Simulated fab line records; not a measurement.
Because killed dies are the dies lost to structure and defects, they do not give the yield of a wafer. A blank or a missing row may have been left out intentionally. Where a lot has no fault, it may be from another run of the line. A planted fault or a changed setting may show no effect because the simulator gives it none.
Which tool is to blame? ; flow gf180mcu ; 6 lots with 18 wafers sampled at 2 steps, on a route of 602 steps

## WHAT EACH GAUGE READ, for each wafer
GF_HV_LDD_CD_MEAS_19: target cd 400 nm.
lot;measured;on;cdNm (nm)
L941;day 11 03:16;cdSem-01;402.1 400.4 400.1
L943;day 11 18:10;cdSem-01;401.5 399.4 401.8
L945;day 12 18:22;cdSem-01;399.9 398.1 396.7
L950;day 13 21:43;cdSem-01;398.5 399.0 399.7
L953;day 15 11:00;cdSem-02;401.6 400.2 402.2
L956;day 15 17:43;cdSem-01;398.2 395.7 397.9

## WHICH TOOL RAN EACH LOT (tool, then ch and the chambers of the sampled wafers, then the start)
lot;GF_HV_LDD_EXPOSE_16
L941;ilineStepper-01 ch 0, day 10 17:43
L943;ilineStepper-01 ch 0, day 11 09:06
L945;ilineStepper-02 ch 0, day 12 10:40
L950;ilineStepper-01 ch 0, day 13 12:20
L953;ilineStepper-01 ch 0, day 15 00:37
L956;ilineStepper-01 ch 0, day 15 07:26
- GF_HV_LDD_EXPOSE_16: exposes mask Pplus LV AREA, target cd 400 nm.

## THE ANSWER, worked out from the rows above alone
Rule: the lots themselves supply what counts as usual. Put in order of their means at a reading, lots are off if they are a third of the lots or fewer, leave a main group of 4 or more, and stand apart from it by a gap of 3 or more times the standard deviation of the main group's means; of several such gaps the widest counts. A main group whose means are all the same, to the digits that the tables above print for the reading, isn't used. Also off: a lot with no number at a reading for which 4 or more lots have one. All remaining lots with rows at the step are treated as sound.
No lot is off at any reading shown: from this, nothing can be told.

## WHAT THE SIMULATOR PUT IN
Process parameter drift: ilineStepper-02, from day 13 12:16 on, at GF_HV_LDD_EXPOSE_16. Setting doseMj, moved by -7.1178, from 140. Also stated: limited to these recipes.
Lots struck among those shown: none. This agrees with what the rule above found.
